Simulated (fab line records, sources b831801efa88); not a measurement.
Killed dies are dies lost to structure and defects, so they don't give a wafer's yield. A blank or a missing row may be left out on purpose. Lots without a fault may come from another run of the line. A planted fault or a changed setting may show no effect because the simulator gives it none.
Split-lot experiment | flow gf180mcu | 5 lots, 23 wafers read, on a route of 602 steps

THE SPLIT
At GF_VT_IMPLANT_IMPLANT_41, the setting dose_cm2 was moved away from the recipe's 1.013e+12 on 5 of the 23 wafers read, by -4.1% to +6.4%. The other wafers ran this setting at the recipe's value.

FROM THE SPLIT TO THE READING: what the file shows between them, 1 step
- GF_VT_IMPLANT_STRIP_42: strips in O2/N2

THE READING
VT_IMPLANT_4_TW, at GF_VT_IMPLANT_TW_MEAS_43. Fault-free wafers of this fab line usually give 693, standard deviation 5.8.

wafer  | tool, chamber at the split | dose_cm2 as run | against the recipe | VT_IMPLANT_4_TW | against lot-mates on the recipe
L075.1 | implanter-01, 0            | 1.078e+12       | +6.4%              | 704             | +14
L075.2 | implanter-01, 0            | 1.078e+12       | +6.4%              | 704             | +14
L075.3 | implanter-01, 0            | 1.078e+12       | +6.4%              | 705             | +15
L075.5 | implanter-01, 0            | 1.013e+12       | recipe             | 692             | -
L075.6 | implanter-01, 0            | 1.013e+12       | recipe             | 688             | -
L077.1 | implanter-04, 0            | 1.013e+12       | recipe             | 700             | -
L077.2 | implanter-04, 0            | 1.013e+12       | recipe             | 700             | -
L077.4 | implanter-04, 0            | 1.013e+12       | recipe             | 701             | -
L077.5 | implanter-04, 0            | 1.013e+12       | recipe             | 701             | -
L077.6 | implanter-04, 0            | 1.013e+12       | recipe             | 701             | -
L076.1 | implanter-02, 0            | 1.013e+12       | recipe             | 690             | -
L076.2 | implanter-02, 0            | 1.013e+12       | recipe             | 687             | -
L076.3 | implanter-02, 0            | 9.718e+11       | -4.1%              | 680             | -11
L076.4 | implanter-02, 0            | 9.718e+11       | -4.1%              | 681             | -10
L076.5 | implanter-02, 0            | 1.013e+12       | recipe             | 695             | -
L082.1 | implanter-04, 0            | 1.013e+12       | recipe             | 691             | -
L082.2 | implanter-04, 0            | 1.013e+12       | recipe             | 695             | -
L082.5 | implanter-04, 0            | 1.013e+12       | recipe             | 694             | -
L084.1 | implanter-02, 0            | 1.013e+12       | recipe             | 696             | -
L084.2 | implanter-02, 0            | 1.013e+12       | recipe             | 700             | -
L084.3 | implanter-02, 0            | 1.013e+12       | recipe             | 696             | -
L084.5 | implanter-02, 0            | 1.013e+12       | recipe             | 701             | -
L084.6 | implanter-02, 0            | 1.013e+12       | recipe             | 701             | -

THE FIT
A straight line over all 23 wafers: VT_IMPLANT_4_TW changes by +1.91 for each +1% of dose_cm2; r = +0.71; the points scatter about the line by 5.1.
The same after taking each lot's own level away (the mean of its wafers on the recipe; 23 wafers): +2.3 for each +1%; r = +0.95; scatter 2.
On that fit, the largest move of dose_cm2 shifts the reading by 15.
The lots' own levels span 690.0 to 700.6, that is 1.8 times the standard deviation above.
So the lot-to-lot level blurs the effect unless lot-mates are compared.
Check: with one of the wafers moved furthest among these (+6.4%) left out of the fit, the line predicts +14.9 for it against its lot-mates. It came out at +14 against them.

OTHER SPLITS ON THESE WAFERS
These wafers also went through other splits before the reading. Each is held against what the fit with the lots' levels taken away leaves over:
other split on the same wafers      | wafers away from the commonest value | r with VT_IMPLANT_4_TW (lot level and that fit taken away)
GF_DNWELL_STRIP_08 platen_temp_c    | 11                                   | -0.18
GF_NWELL_IMPLANT_08 energy_kev      | 5                                    | +0.15
GF_MVPSD_IMPLANT_08 dose_cm2        | 10                                   | -0.13
GF_VT_IMPLANT_STRIP_20 power_w      | 10                                   | -0.03
GF_VT_IMPLANT_IMPLANT_30 energy_kev | 11                                   | +0.08

THE FILE'S OWN FIT
VT_IMPLANT_4_TW changes by +2.3 for each +1% of dose_cm2, r = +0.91.
